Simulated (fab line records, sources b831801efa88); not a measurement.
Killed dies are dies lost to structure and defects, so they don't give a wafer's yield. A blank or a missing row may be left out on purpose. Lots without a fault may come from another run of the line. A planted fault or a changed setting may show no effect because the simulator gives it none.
fab line records | flow sky130
record lots=12 wafers=36 last_day=51
route steps=708 shown NWELL@78 VT_ADJUST_NCORE@126 VT_ADJUST_HVTR@138 VT_ADJUST_PCH@151 PAD_OPEN@708
lots that met no fault: from a run of the same line without faults
start_h: hours from the record's first day to the start of the lot's first wafer shown | wait_h: hours since the lot's step before | " the same as in the row above | L1.1+2: a row that stands for several wafers | - no value, or no start given | * or withheld: withheld | < > ~ a bound
route shown NAME@n: a module of which the file shows steps, and the number in the route of the first | usual: mean/standard deviation of fault-free wafers | same: alike in all rows | chamber/n: place in a boat | sites: the reading at each site | _std_site: their standard deviation | _edge_site: outer sites' mean less inner sites' | radius_mm: how far each site lies from the wafer's centre | mask NAME#n: copy n | behind: the tool/chamber that last shaped the wafer | hold: why the lot was held/for how many hours/how that ended | device: the transistor (n, p or np) that didn't switch | end of line: the same wafers' tests at the end of the route | a step without rows: its recipe alone | killed: dies lost to structure and defects at the first sort, not the wafer's yield | map: a wafer's dies, x killed, . not, _ none there
set.NAME: the setting as run; set.NAME@STEP: as run at that earlier step | model.NAME: the simulator's own value behind a step, which no gauge read
steps of the route over a sample of lots; a table a step, a row a wafer
services: from which hour (start_h, from the record's first day; less than 0 if before it) a tool's chamber was out of use, for how many hours, and why
## steps
# step SKY_NWELL_STRIP_25
# recipe chemistry=O2/N2 power_w=1400 pressure_mtorr=1500 platen_temp_c=withheld o2_flow_sccm=3000 n2_flow_sccm=300 overash_fraction=0.5
# usual drypump_motor_current_A=5.77/0.15 n2_flow_sccm=300.0/0.87 oes_product_au=0.722/0.0047 strip_time_to_endpoint_s=36.94/0.097
# columns lot.wafer tool chamber start_h wait_h drypump_motor_current_A n2_flow_sccm oes_product_au rf_hours_counter_h strip_time_to_endpoint_s
L274.2 plasma_asher-01 0 109.55 0.1 5.57 299.3 0.725 42 36.82
L274.4 " 0 " " 5.58 299.0 0.724 - 36.96
L274.5 " 0 " " 5.56 299.3 0.717 - 36.91
L276.1 plasma_asher-02 0 124.43 0.1 5.93 299.0 0.722 31 36.94
L276.3 " 0 " " 5.91 300.1 0.722 - 36.79
L276.5 " 1 " " 5.69 302.2 0.716 - 36.85
L277.1 plasma_asher-01 0 131.35 0.1 5.58 302.8 0.721 45 36.84
L277.5 " 1 " " 5.75 299.7 0.724 - 37.00
L277.6 " 0 " " 5.56 300.8 0.722 - 36.93
L279.2 plasma_asher-01 0 139.73 0.1 5.58 300.4 0.718 46 36.99
L279.5 " 1 " " 5.73 299.4 0.726 - 36.91
L279.6 " 0 " " 5.57 300.1 0.717 - 37.01
L283.1 plasma_asher-02 1 165.00 0.1 5.69 300.6 0.722 34 36.98
L283.5 " 1 " " 5.72 299.7 0.718 - 36.99
L283.6 " 0 " " 5.92 299.7 0.715 - 36.99
L284.1 plasma_asher-01 1 171.00 0.1 5.78 299.2 0.724 49 37.05
L284.3 " 1 " " 5.77 298.5 0.730 - 37.00
L284.4 " 0 " " 5.57 298.4 0.720 - 37.02
L290.4 plasma_asher-04 0 209.01 0.1 6.05 300.3 0.718 - 36.84
L290.5 " 0 " " 6.04 300.0 0.723 - 36.80
L290.6 " 1 " " 5.77 299.3 0.728 - 36.85
L292.4 plasma_asher-01 1 216.44 0.1 5.75 299.7 0.722 - 36.77
L292.5 " 1 " " 5.71 300.2 0.725 - 36.94
L292.6 " 0 " " 5.56 300.1 0.719 - 36.85
L293.1 plasma_asher-02 1 225.20 0.1 5.71 300.1 0.730 40 36.82
L293.3 " 0 " " 5.95 300.6 0.718 - 36.80
L293.4 " 1 " " 5.73 299.6 0.714 - 36.90
L294.3 plasma_asher-02 0 229.74 0.1 5.94 300.1 0.722 - 36.87
L294.5 " 1 " " 5.75 301.2 0.721 - 36.93
L294.6 " 0 " " 5.97 300.5 0.722 - 36.97
L296.2 plasma_asher-02 1 244.05 0.1 5.74 300.5 0.722 42 36.86
L296.4 " 0 " " 5.91 301.0 0.727 - 36.76
L296.5 " 0 " " 6.00 300.6 0.724 - 36.81
L297.2 plasma_asher-04 1 250.23 0.1 5.77 300.7 0.728 13 36.75
L297.5 " 1 " " 5.79 300.0 0.719 - 36.79
L297.6 " 0 " " 6.00 299.5 0.712 - 36.84
# step SKY_VT_ADJUST_NCORE_CD_MEAS_07
# recipe target_cd_nm=380
# usual cd_nm=379.8/2.9
# columns lot.wafer tool chamber start_h wait_h cd_nm
L274.2 cd_sem-02 - 194.49 0.1 380.9
L274.4 " - " " 377.2
L274.5 " - " " 378.2
L276.1 cd_sem-02 - 211.74 0.1 379.7
L276.3 " - " " 380.3
L276.5 " - " " 381.8
L277.1 cd_sem-01 - 221.27 0.1 375.4
L277.5 " - " " 375.9
L277.6 " - " " 372.8
L279.2 cd_sem-01 - 228.89 0.1 379.0
L279.5 " - " " 377.3
L279.6 " - " " 375.1
L283.1 cd_sem-02 - 258.06 0.1 386.3
L283.5 " - " " 386.0
L283.6 " - " " 385.3
L284.1 cd_sem-01 - 263.19 0.1 382.3
L284.3 " - " " 382.0
L284.4 " - " " 382.9
L290.4 cd_sem-02 - 305.20 0.1 379.4
L290.5 " - " " 379.0
L290.6 " - " " 382.3
L292.4 cd_sem-02 - 314.93 0.1 378.8
L292.5 " - " " 381.2
L292.6 " - " " 379.3
L293.1 cd_sem-02 - 325.54 0.1 376.4
L293.3 " - " " 377.8
L293.4 " - " " 377.4
L294.3 cd_sem-01 - 330.11 0.1 384.3
L294.5 " - " " 382.1
L294.6 " - " " 383.7
L296.2 cd_sem-02 - 347.91 0.1 376.2
L296.4 " - " " 377.1
L296.5 " - " " 379.6
L297.2 cd_sem-01 - 359.21 0.1 382.7
L297.5 " - " " 380.8
L297.6 " - " " 382.4
# step SKY_VT_ADJUST_HVTR_CD_MEAS_07
# recipe target_cd_nm=380
# usual cd_nm=379.9/2.1
# columns lot.wafer tool chamber start_h wait_h cd_nm
L274.2 cd_sem-01 - 217.61 0.1 375.8
L274.4 " - " " 378.3
L274.5 " - " " 373.0
L276.1 cd_sem-01 - 235.42 0.1 377.4
L276.3 " - " " 378.3
L276.5 " - " " 380.1
L277.1 cd_sem-01 - 245.07 0.1 376.9
L277.5 " - " " 379.5
L277.6 " - " " 376.8
L279.2 cd_sem-02 - 251.94 0.1 385.5
L279.5 " - " " 384.6
L279.6 " - " " 381.3
L283.1 cd_sem-01 - 283.09 0.1 382.0
L283.5 " - " " 379.3
L283.6 " - " " 380.5
L284.1 cd_sem-02 - 288.67 0.1 377.6
L284.3 " - " " 377.4
L284.4 " - " " 376.9
L290.4 cd_sem-01 - 332.15 0.1 379.0
L290.5 " - " " 380.4
L290.6 " - " " 381.1
L292.4 cd_sem-02 - 342.10 0.1 380.1
L292.5 " - " " 380.6
L292.6 " - " " 379.4
L293.1 cd_sem-02 - 357.92 0.1 381.5
L293.3 " - " " 380.2
L293.4 " - " " 377.5
L294.3 cd_sem-02 - 358.91 0.1 380.8
L294.5 " - " " 378.1
L294.6 " - " " 377.7
L296.2 cd_sem-01 - 376.59 0.1 381.6
L296.4 " - " " 383.0
L296.5 " - " " 379.5
L297.2 cd_sem-01 - 387.94 0.1 379.4
L297.5 " - " " 375.8
L297.6 " - " " 380.5
# step SKY_VT_ADJUST_PCH_IMPLANT_08
# recipe species=B energy_kev=10 dose_cm2=5e+11 tilt_deg=withheld
# usual dose_ions_cm2=5.001e+11/5.6e+08 faraday_current_uA=2.82/0.055
# columns lot.wafer tool chamber start_h wait_h dose_ions_cm2 faraday_current_uA
L274.2 implanter-01 0 241.52 0.0 5.004e+11 2.82
L274.4 " 0 " " 4.989e+11 2.80
L274.5 " 0 " " 4.997e+11 2.82
L276.1 implanter-02 0 259.50 0.0 4.999e+11 2.81
L276.3 " 0 " " 5e+11 2.81
L276.5 " 0 " " 4.996e+11 2.85
L277.1 implanter-01 0 268.89 0.0 4.996e+11 2.81
L277.5 " 0 " " 4.998e+11 2.79
L277.6 " 0 " " 5.002e+11 2.85
L279.2 implanter-03 0 276.72 0.0 5.009e+11 2.81
L279.5 " 0 " " 5.001e+11 2.83
L279.6 " 0 " " 5.013e+11 2.83
L283.1 implanter-03 0 309.35 0.0 5.008e+11 2.78
L283.5 " 0 " " 5.002e+11 2.89
L283.6 " 0 " " 5.002e+11 2.74
L284.1 implanter-02 0 314.93 0.0 5e+11 2.73
L284.3 " 0 " " 5.001e+11 2.92
L284.4 " 0 " " 5.005e+11 2.89
L290.4 implanter-02 0 360.63 0.1 5.004e+11 2.86
L290.5 " 0 " " 4.994e+11 2.87
L290.6 " 0 " " 5.008e+11 2.80
L292.4 implanter-01 0 367.53 0.1 3.273e+11 1.85
L292.5 " 0 " " 3.272e+11 1.87
L292.6 " 0 " " 3.276e+11 1.81
L293.1 implanter-01 0 386.00 0.0 3.272e+11 1.80
L293.3 " 0 " " 3.269e+11 1.80
L293.4 " 0 " " 3.264e+11 1.84
L294.3 implanter-03 0 387.19 0.1 4.998e+11 2.81
L294.5 " 0 " " 5.003e+11 2.75
L294.6 " 0 " " 5.007e+11 2.89
L296.2 implanter-03 0 406.00 0.0 5.006e+11 2.77
L296.4 " 0 " " 5.003e+11 2.81
L296.5 " 0 " " 4.995e+11 2.81
L297.2 implanter-02 0 418.38 0.0 4.994e+11 2.79
L297.5 " 0 " " 5.001e+11 2.77
L297.6 " 0 " " 5.006e+11 2.74
# step SKY_VT_ADJUST_PCH_TW_MEAS_10
# usual VT_ADJUST_PCH_TW=143.7/1.8
# columns lot.wafer tool chamber start_h wait_h VT_ADJUST_PCH_TW
L274.2 film_metro-02 - 241.75 0.1 146.2
L274.4 " - " " 146.5
L274.5 " - " " 147.4
L276.1 film_metro-02 - 259.75 0.1 146.3
L276.3 " - " " 146.3
L276.5 " - " " 146.2
L277.1 film_metro-01 - 269.14 0.1 141.5
L277.5 " - " " 141.7
L277.6 " - " " 141.7
L279.2 film_metro-01 - 276.95 0.1 141.4
L279.5 " - " " 141.8
L279.6 " - " " 141.9
L283.1 film_metro-01 - 309.60 0.1 141.8
L283.5 " - " " 142.0
L283.6 " - " " 141.8
L284.1 film_metro-02 - 315.18 0.1 146.4
L284.3 " - " " 145.7
L284.4 " - " " 144.7
L290.4 film_metro-02 - 360.83 0.1 146.0
L290.5 " - " " 145.8
L290.6 " - " " 146.1
L292.4 film_metro-02 - 367.73 0.1 131.9
L292.5 " - " " 131.1
L292.6 " - " " 131.5
L293.1 film_metro-02 - 386.25 0.1 129.8
L293.3 " - " " 130.4
L293.4 " - " " 129.6
L294.3 film_metro-04 - 387.41 0.1 143.3
L294.5 " - " " 142.3
L294.6 " - " " 143.0
L296.2 film_metro-02 - 406.24 0.1 144.7
L296.4 " - " " 144.8
L296.5 " - " " 144.6
L297.2 film_metro-02 - 418.61 0.1 144.8
L297.5 " - " " 144.9
L297.6 " - " " 145.4
# step SKY_PAD_OPEN_PROBE_99
# usual killed_at_M0_to_M3=43/6.8 killed_at_M4_up=3.3/1.9 killed_at_contacts=24/5.3 killed_at_front_end=14/4.3 killed_at_other=0.3/0.62 killed_dies=85/9.8 killed_open=46/8 killed_short=39/5.9
# same gross_dies=492 killed_at_back_side=0
# columns lot.wafer tool chamber start_h wait_h killed_at_M0_to_M3 killed_at_M4_up killed_at_contacts killed_at_front_end killed_at_other killed_dies killed_open killed_short
L290.4 prober-01 - 1193.08 0.2 42 0 30 12 0 84 42 42
L290.5 prober-01 - 1193.13 0.2 41 2 19 15 0 77 50 27
L290.6 prober-01 - 1193.18 0.2 33 4 34 18 0 89 50 39
L293.1 prober-02 - 1210.06 0.1 34 5 22 16 0 77 38 39
L293.3 prober-02 - 1210.16 0.2 48 2 27 15 2 94 54 40
L293.4 prober-02 - 1210.21 0.2 48 4 32 18 1 103 50 53
# killed by level:class
L290.4 CONTACT:geometric_particle:open=11 VIA1:geometric_particle:open=11 LOCAL_INTERCONNECT:geometric_particle:short=8 METAL1:geometric_particle:short=6 LI_CONTACT:geometric_particle:open=5 CONTACT:geometric_particle:short=5 VIA1:geometric_particle:short=5 METAL2:geometric_particle:short=5
L290.5 VIA1:geometric_particle:open=12 LI_CONTACT:geometric_particle:open=8 VIA2:geometric_particle:open=7 CONTACT:geometric_particle:open=6 FIELD_ISO:geometric_particle:open=4 FIELD_ISO:geometric_particle:short=4 VIA1:geometric_particle:short=4 VIA3:geometric_particle:short=4
L290.6 LI_CONTACT:geometric_particle:open=11 VIA1:geometric_particle:open=9 CONTACT:geometric_particle:open=8 LOCAL_INTERCONNECT:geometric_particle:short=6 VIA3:geometric_particle:open=6 CONTACT:geometric_particle:short=5 FIELD_ISO:geometric_particle:short=4 POLY_GATE:geometric_particle:open=4
L293.1 METAL2:geometric_particle:short=8 LI_CONTACT:geometric_particle:open=7 CONTACT:geometric_particle:open=7 VIA3:geometric_particle:open=7 FIELD_ISO:geometric_particle:open=6 LOCAL_INTERCONNECT:geometric_particle:short=5 METAL4:geometric_particle:short=5 VIA1:geometric_particle:open=4
L293.3 VIA2:geometric_particle:open=12 VIA1:geometric_particle:open=11 CONTACT:geometric_particle:open=10 FIELD_ISO:geometric_particle:short=6 LOCAL_INTERCONNECT:geometric_particle:short=6 CONTACT:geometric_particle:short=5 FIELD_ISO:geometric_particle:open=4 LI_CONTACT:geometric_particle:open=4
L293.4 CONTACT:geometric_particle:open=15 VIA1:geometric_particle:open=11 VIA3:geometric_particle:short=7 METAL3:geometric_particle:short=7 FIELD_ISO:geometric_particle:short=6 LI_CONTACT:geometric_particle:open=6 CONTACT:geometric_particle:short=5 SPACER:geometric_particle:open=4
## services
# columns tool chamber start_h hours kind
implanter-02 - 91.99 2.2 pm
plasma_asher-02 - 107.91 0.4 repair
plasma_asher-04 - 108.75 9.0 pm
plasma_asher-04 0 108.75 9.0 vent_cycle
plasma_asher-04 1 108.75 9.0 vent_cycle
implanter-02 - 127.88 3.1 repair
plasma_asher-04 - 131.69 2.8 pm
plasma_asher-01 - 141.17 2.5 repair
implanter-03 - 145.23 6.4 pm
plasma_asher-02 - 148.19 15.6 pm
implanter-03 - 151.60 17.5 pm
plasma_asher-04 - 182.24 1.1 repair
implanter-01 - 202.02 1.9 repair
implanter-01 - 202.43 1.0 repair
implanter-03 - 206.58 1.4 repair
plasma_asher-01 - 234.57 3.1 repair
implanter-01 - 259.31 0.5 repair
implanter-01 - 294.93 3.2 repair
implanter-02 - 305.00 3.7 pm
implanter-01 - 312.16 1.6 repair
implanter-02 - 362.09 16.7 pm
implanter-02 - 384.30 4.2 repair
implanter-02 - 391.61 23.1 pm
plasma_asher-02 - 402.95 2.7 repair
## key
first_sign step=SKY_VT_ADJUST_PCH_IMPLANT_08 reading=dose_ions_cm2 direction=down sigmas=99+ usual=* struck=*
effect step=SKY_VT_ADJUST_PCH_IMPLANT_08 reading=faraday_current_uA direction=down sigmas=18 usual=2.82 struck=1.83
effect step=SKY_VT_ADJUST_PCH_TW_MEAS_10 reading=VT_ADJUST_PCH_TW direction=down sigmas=7.1 usual=143.7 struck=130.7
met_at SKY_VT_ADJUST_PCH_IMPLANT_08
struck_lots L292,L293
tester_left_out L292,L293
not_acting_at SKY_NWELL_STRIP_25,SKY_VT_ADJUST_NCORE_CD_MEAS_07,SKY_VT_ADJUST_HVTR_CD_MEAS_07
onset_between 268.89 367.53
fault kind=process_parameter_drift tool=implanter-01 chamber=- onset_h=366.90 steps=SKY_VT_ADJUST_PCH_IMPLANT_08 channel=dose_cm2 offset=* shape=step end_h=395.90 acts_in=* stated=*
# tester_left_out: of these lots the tester's yield and bins aren't shown, on N5 and GAA mostly nor the transistor test; their killed dies are dies lost to structure and defects alone, not to doping, threshold or leakage, so they don't give the yield
